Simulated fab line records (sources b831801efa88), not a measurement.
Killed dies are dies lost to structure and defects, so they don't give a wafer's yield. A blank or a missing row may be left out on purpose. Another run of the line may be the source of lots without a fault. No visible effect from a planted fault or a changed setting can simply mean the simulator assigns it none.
What tool caused it? | flow sfq line | 14 lots with 42 wafers sampled at 6 steps, on a route of 325 steps

== WHAT THE GAUGES READ, wafer by wafer ==
SFQ_R5_RS_MEAS_933: uses a four-point probe to measure. Usual: R5_MONX_RS typically reads 7.03 ohm/sq, with standard deviation 0.079.
lot  | measured     | on            | R5_MONX_RS (ohm/sq) | flag
L904 | day 56 11:53 | film metro-02 | 6.88 6.98 6.89      |
L905 | day 56 13:07 | film metro-01 | 6.98 6.94 6.92      |
L906 | day 56 20:44 | film metro-01 | 7.01 6.89 6.87      |
L907 | day 57 00:10 | film metro-01 | 7.13 7.15 7.06      |
L910 | day 57 13:24 | film metro-04 | 7.09 6.87 6.96      |
L912 | day 57 23:01 | film metro-02 | 6.98 7.01 6.98      |
L913 | day 58 02:04 | film metro-02 | 7.10 7.10 7.10      |
L914 | day 58 04:46 | film metro-01 | 7.13 7.02 6.93      |
L915 | day 58 07:44 | film metro-04 | 7.09 7.09 7.10      |
L916 | day 59 12:28 | film metro-01 | 7.08 7.14 7.05      |
L920 | day 60 09:30 | film metro-02 | 7.03 7.15 7.02      |
L925 | day 61 02:55 | film metro-02 | 90.94 89.89 94.26   | OFF
L926 | day 61 05:56 | film metro-02 | 96.74 93.51 93.28   | OFF
L927 | day 61 21:46 | film metro-01 | 7.04 7.05 6.98      |

SFQ_R5_THK_MEAS_934: measures by xrf. Usual: R5_MONX_THK typically reads 39.6 nm, with standard deviation 0.47.
lot  | measured     | on            | R5_MONX_THK (nm) | flag
L904 | day 56 12:00 | film metro-02 | 40.8 39.9 40.3   |
L905 | day 56 13:13 | film metro-01 | 39.5 39.7 39.5   |
L906 | day 56 20:51 | film metro-01 | 39.5 40.1 40.5   |
L907 | day 57 00:17 | film metro-01 | 39.2 39.0 39.4   |
L910 | day 57 13:29 | film metro-04 | 39.2 40.4 40.2   |
L912 | day 57 23:07 | film metro-02 | 40.2 39.7 40.2   |
L913 | day 58 02:11 | film metro-02 | 39.3 39.0 39.4   |
L914 | day 58 04:52 | film metro-01 | 38.8 39.5 39.9   |
L915 | day 58 07:51 | film metro-04 | 39.5 39.2 39.3   |
L916 | day 59 12:34 | film metro-01 | 39.2 38.8 39.4   |
L920 | day 60 09:37 | film metro-02 | 39.6 39.0 39.7   |
L925 | day 61 03:01 | film metro-02 | <0.0 <0.0 <0.0   | OFF
L926 | day 61 06:04 | film metro-02 | <0.0 <0.0 <0.0   | OFF
L927 | day 61 21:53 | film metro-01 | 39.3 39.2 39.6   |

SFQ_R5_OVL_MEAS_935. Usual: R5_OVL typically reads 3 nm, with standard deviation 4.6.
lot  | measured     | on         | R5_OVL (nm) | flag
L904 | day 62 07:55 | overlay-02 | 1 5 -6      |
L905 | day 62 09:08 | overlay-02 | 1 12 2      |
L906 | day 62 17:20 | overlay-02 | 9 8 7       |
L907 | day 62 19:43 | overlay-01 | 3 8 4       |
L910 | day 63 05:20 | overlay-01 | 3 -6 -7     |
L912 | day 63 11:20 | overlay-02 | 11 5 8      |
L913 | day 63 16:07 | overlay-01 | 2 4 7       |
L914 | day 63 17:20 | overlay-01 | -4 -3 -3    |
L915 | day 63 19:44 | overlay-01 | -5 5 -1     |
L916 | day 64 23:20 | overlay-02 | 7 11 5      |
L920 | day 65 21:21 | overlay-01 | -3 6 11     |
L925 | day 66 12:57 | overlay-01 | 7 5 2       |
L926 | day 66 15:21 | overlay-02 | 3 1 3       |
L927 | day 66 23:45 | overlay-01 | 0 -2 -2     |

== EACH LOT AND THE TOOL THAT RAN IT (in order: tool; ch and the chambers of the sampled wafers; start) ==
lot  | SFQ_TRILAYER_A5B_CMP_CMP_130  | SFQ_TRILAYER_R5_DEP_SPUTTER_132 | SFQ_TRILAYER_R5_DEP_SPUTTER_133
L904 | cmp-01 ch 1,2, day 56 08:05   | pvd sputter-05, day 56 11:47    | pvd sputter-05, day 56 11:49
L905 | cmp-02 ch 0,2, day 56 09:17   | pvd sputter-06, day 56 12:59    | pvd sputter-06, day 56 13:01
L906 | cmp-02 ch 1,2,3, day 56 16:26 | pvd sputter-04, day 56 20:38    | pvd sputter-04, day 56 20:39
L907 | cmp-01 ch 1,2,3, day 56 19:53 | pvd sputter-04, day 57 00:05    | pvd sputter-04, day 57 00:06
L910 | cmp-01 ch 0,3, day 57 09:33   | pvd sputter-06, day 57 13:16    | pvd sputter-06, day 57 13:18
L912 | cmp-01 ch 0,1,2, day 57 20:11 | pvd sputter-05, day 57 22:53    | pvd sputter-05, day 57 22:55
L913 | cmp-01 ch 1,2,3, day 57 22:16 | pvd sputter-04, day 58 01:58    | pvd sputter-04, day 58 01:59
L914 | cmp-02 ch 0,1,3, day 58 00:26 | pvd sputter-06, day 58 04:38    | pvd sputter-06, day 58 04:39
L915 | cmp-02 ch 0,2,3, day 58 04:26 | pvd sputter-05, day 58 07:38    | pvd sputter-05, day 58 07:39
L916 | cmp-01 ch 0,1,2, day 59 09:08 | pvd sputter-06, day 59 12:20    | pvd sputter-06, day 59 12:22
L920 | cmp-02 ch 0,2,3, day 60 05:13 | pvd sputter-04, day 60 09:25    | pvd sputter-04, day 60 09:26
L925 | cmp-01 ch 0,1,3, day 60 23:06 | pvd sputter-06, day 61 02:48    | pvd sputter-06, day 61 02:49
L926 | cmp-01 ch 0,1,2, day 61 01:38 | pvd sputter-04, day 61 05:50    | pvd sputter-04, day 61 05:52
L927 | cmp-01 ch 0,2,3, day 61 18:29 | pvd sputter-05, day 61 21:41    | pvd sputter-05, day 61 21:42
- SFQ_TRILAYER_A5B_CMP_CMP_130: polishes, stops on Nb, target thk 340.7 nm.
- SFQ_TRILAYER_R5_DEP_SPUTTER_132: material Ti, target thk 5 nm, time 5 s.
- SFQ_TRILAYER_R5_DEP_SPUTTER_133: material MoNx, target thk 40 nm, time 66.7 s.

== AS READ BY THE TOOLS THEMSELVES (means over the sampled wafers that have a number; for cases with no such wafer, the mark the record gives instead) ==
SFQ_TRILAYER_A5B_CMP_CMP_130. Usual: motor current A 9.6 A, standard deviation 0.63; slurry flow ml min 149.9, standard deviation 0.43.
lot  | tool   | motor current A (A) | slurry flow ml min | flag
L904 | cmp-01 | 9.1                 | 150.0              |
L905 | cmp-02 | 10.2                | 150.0              |
L906 | cmp-02 | 9.8                 | 150.2              |
L907 | cmp-01 | 9.6                 | 150.1              |
L910 | cmp-01 | 9.2                 | 150.1              |
L912 | cmp-01 | 9.1                 | 149.8              |
L913 | cmp-01 | 9.5                 | 150.1              |
L914 | cmp-02 | 9.8                 | 150.1              |
L915 | cmp-02 | 9.8                 | 150.1              |
L916 | cmp-01 | 8.8                 | 150.1              |
L920 | cmp-02 | 9.9                 | 149.2              |
L925 | cmp-01 | 9.4                 | 150.2              |
L926 | cmp-01 | 9.2                 | 149.9              |
L927 | cmp-01 | 9.5                 | 150.2              |

SFQ_TRILAYER_R5_DEP_SPUTTER_132. Usual: base pressure pa 1.34e-06 Pa, standard deviation 7.8e-08; cathode dc power W 2000.0 W, standard deviation 0.38; throttle valve pct 29.9 %, standard deviation 0.77.
lot  | tool           | base pressure pa (Pa) | cathode dc power W (W) | throttle valve pct (%) | flag
L904 | pvd sputter-05 | 1.29e-06              | 2000.2                 | 29.6                   |
L905 | pvd sputter-06 | 1.34e-06              | 2000.1                 | 29.8                   |
L906 | pvd sputter-04 | 1.32e-06              | 1999.9                 | 29.6                   |
L907 | pvd sputter-04 | 1.31e-06              | 1999.8                 | 30.7                   |
L910 | pvd sputter-06 | 1.32e-06              | 2000.3                 | 30.5                   |
L912 | pvd sputter-05 | 1.42e-06              | 2000.1                 | 29.2                   |
L913 | pvd sputter-04 | 1.23e-06              | 2000.0                 | 29.7                   |
L914 | pvd sputter-06 | 1.30e-06              | 2000.0                 | 30.3                   |
L915 | pvd sputter-05 | 1.35e-06              | 1999.9                 | 29.3                   |
L916 | pvd sputter-06 | 1.39e-06              | 2000.3                 | 29.3                   |
L920 | pvd sputter-04 | 1.34e-06              | 2000.0                 | 30.1                   |
L925 | pvd sputter-06 | 1.36e-06              | 2000.2                 | 30.0                   |
L926 | pvd sputter-04 | 1.39e-06              | 1999.9                 | 30.6                   |
L927 | pvd sputter-05 | 1.32e-06              | 2000.2                 | 29.2                   |

SFQ_TRILAYER_R5_DEP_SPUTTER_133. Usual: base pressure pa 1.34e-06 Pa, standard deviation 8.5e-08; cathode dc power W 1000.0 W, standard deviation 0.19; throttle valve pct 29.9 %, standard deviation 0.77.
lot  | tool           | base pressure pa (Pa) | cathode dc power W (W) | throttle valve pct (%) | flag
L904 | pvd sputter-05 | 1.38e-06              | 1000.1                 | 29.5                   |
L905 | pvd sputter-06 | 1.31e-06              | 999.9                  | 30.0                   |
L906 | pvd sputter-04 | 1.36e-06              | 999.9                  | 29.8                   |
L907 | pvd sputter-04 | 1.33e-06              | 1000.1                 | 30.7                   |
L910 | pvd sputter-06 | 1.31e-06              | 1000.1                 | 30.4                   |
L912 | pvd sputter-05 | 1.34e-06              | 1000.2                 | 29.1                   |
L913 | pvd sputter-04 | 1.38e-06              | 1000.2                 | 29.7                   |
L914 | pvd sputter-06 | 1.36e-06              | 1000.1                 | 30.3                   |
L915 | pvd sputter-05 | 1.28e-06              | 1000.0                 | 29.2                   |
L916 | pvd sputter-06 | 1.38e-06              | 1000.2                 | 29.5                   |
L920 | pvd sputter-04 | 1.34e-06              | 999.9                  | 30.4                   |
L925 | pvd sputter-06 | -                     | -                      | -                      | OFF
L926 | pvd sputter-04 | -                     | -                      | -                      | OFF
L927 | pvd sputter-05 | 1.33e-06              | 999.8                  | 29.3                   |

== THE ANSWER, worked out from the rows above alone ==
Rule: a lot counts as off when the mean over its wafers that have a number is more than 3 standard deviations away from the usual mean. Also off: a lot with no number at a reading for which 4 or more lots have one. Any other lot the step has rows for is counted as sound. Order of review: gauges by route order, followed by the tools' own readings, for which a lot's mean as printed above is used. The first step at which some lot is off is used, and at that step the reading that is off furthest; a lot without a number counts as furthest.
Off: L925, L926, seen at SFQ_R5_RS_MEAS_933 (R5_MONX_RS).
If a tool, at a process step before that reading, ran all the lots that are off and no sound lot after the first of them, it fits. The gauges at SFQ_R5_RS_MEAS_933 aren't tried: what is off there is off at SFQ_TRILAYER_R5_DEP_SPUTTER_133 too, on other tools, and a gauge's error can't cause that. None of those tried fits.

== WHAT THE SIMULATOR HAD INSERTED ==
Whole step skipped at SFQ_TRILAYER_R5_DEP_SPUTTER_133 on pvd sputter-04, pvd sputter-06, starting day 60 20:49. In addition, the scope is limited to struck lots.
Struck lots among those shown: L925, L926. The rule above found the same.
